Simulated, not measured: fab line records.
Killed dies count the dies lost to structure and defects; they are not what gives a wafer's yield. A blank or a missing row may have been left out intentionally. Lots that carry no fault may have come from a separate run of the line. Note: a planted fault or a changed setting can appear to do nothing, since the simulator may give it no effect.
Problem report in the 8D (eight disciplines) form, filled by code | flow sky130 | the parts of the form that need people (team, actions taken, sign-off) are left out

## 1. WHAT WENT WRONG
FIELD_ISO_CVD_24_THK at SKY_FIELD_ISO_THK_MEAS_25 reads a mean of 315 nm on 1 wafer of 1 lot; wafers without a fault read 590 nm with a standard deviation of 6. Measured from the usual mean, that is -46 standard deviations.
First observed at day 3 20:08: wafer L519.6, on film metro-03. Wafers with a number at this step in the record: 32, from 11 lots. The rule behind "out" and "out of limits": a value lying over 4 standard deviations away from the usual mean. All remaining wafers that have a number are taken as sound.

## 2. WHAT IT IS; WHAT IT IS NOT
question                    | is                   | is not
which readings at this step | FIELD_ISO_CVD_24_THK | -
which lots                  | L519                 | L513, L514, L522, L525, L528, L530, L532, L533, L534, L535
which wafers of those lots  | L519.6               | L519.4
read on which gauges        | film metro-03        | film metro-01, film metro-02
when                        | from day 3 20:08     | up to then (7 sound wafers); but 24 sound wafers of L522, L525, L528, L530, L532, L533, L534, L535 came after

## 3. THE SUSPECTS, EACH WITH WHAT RULES IT OUT
Counting: any tool at a process step up to the reading remains a suspect provided it ran every lot that is out. Sound lots after the first of them don't rule it out here, since some wafers of a struck lot are sound.
- the gauge at SKY_FIELD_ISO_THK_MEAS_25 is ruled out. All the wafers that are out were read on film metro-03, but those of them that SKY_FIELD_ISO_CMP_27 has rows for are out there too, on other tools.
- rie diel-04 at SKY_FIELD_ISO_ETCH_14 (etches BARC in N2/H2, stops on SiO2, time 45.9 s, target depth 60 nm): kept. L519, the lot that is out, went through it at day 3 18:16; up to then, the latest sound lot through it was L513 at day 2 09:55.
- rie si-01 at SKY_FIELD_ISO_ETCH_17 (etches Si in HBr/Cl2/O2, target depth 342 nm, time 97.7 s): kept. L519, the lot that is out, went through it at day 3 18:28; up to then, the latest sound lot through it was L514 at day 2 17:02.
- hdpcvd-02 at SKY_FIELD_ISO_CVD_24 (deposits SiO2, target thk 595 nm, time 99.2 s): kept. L519, the lot that is out, went through it at day 3 20:04; up to then, the latest sound lot through it was L513 at day 2 11:44.
- At SKY_FIELD_ISO_ETCH_14 on rie diel-04, chamber 1 took the sound wafers of the same lots and chamber 0 took the wafers that are out.
- At SKY_FIELD_ISO_ETCH_17 on rie si-01, chamber 1 took the sound wafers of the same lots and chamber 0 took the wafers that are out.
Left after counting: rie diel-04 at SKY_FIELD_ISO_ETCH_14, rie si-01 at SKY_FIELD_ISO_ETCH_17, hdpcvd-02 at SKY_FIELD_ISO_CVD_24.

## 4. THE CAUSE (what the simulator had put in)
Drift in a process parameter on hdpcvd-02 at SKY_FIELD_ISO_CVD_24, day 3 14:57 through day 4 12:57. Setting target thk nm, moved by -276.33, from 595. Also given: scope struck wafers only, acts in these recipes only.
After counting, 3 suspects remain, this tool included.

## 5. SEQUENCE OF EFFECTS, ordered by route
Rows list readings where the struck wafers' mean (over those with a number) sits beyond 3 standard deviations from the usual. Only readings for which the record gives a usual standard deviation are gone through. hours: the time from each lot's start at the first step in this table that gives one to its start at this step, as a median over the lots. sigmas: the change in usual standard deviations.
hours | step                      | reading              | usual  | on struck wafers | change | sigmas
0     | SKY_FIELD_ISO_THK_MEAS_25 | FIELD_ISO_CVD_24_THK | 590 nm | 315              | -275   | -46
2     | SKY_FIELD_ISO_CMP_27      | time to endpoint s   | 114 s  | 58               | -56    | -13
1050  | SKY_PAD_OPEN_PROBE_99     | killed at front end  | 16     | 416              | +400   | +83
1050  | SKY_PAD_OPEN_PROBE_99     | killed dies          | 89     | 492              | +403   | +42
1050  | SKY_PAD_OPEN_PROBE_99     | killed on rim        | 17     | 96               | +79    | +21
The process steps in it:
- SKY_FIELD_ISO_CMP_27: polishes, stops on Si3N4, t overpolish 16 s, target thk 457.8 nm.
- SKY_PAD_OPEN_PROBE_99

## 6. WHAT WOULD HAVE CAUGHT IT SOONER
Counted from the fault's start at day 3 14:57, it took 5 hours until the first out-of-limits reading at a measuring or inspecting step in this record, taken at day 3 20:08.
Lots out: 1; all had begun SKY_FIELD_ISO_CVD_24 on hdpcvd-02 by day 3 20:08. None of them would have been spared by holding the tool at that moment.
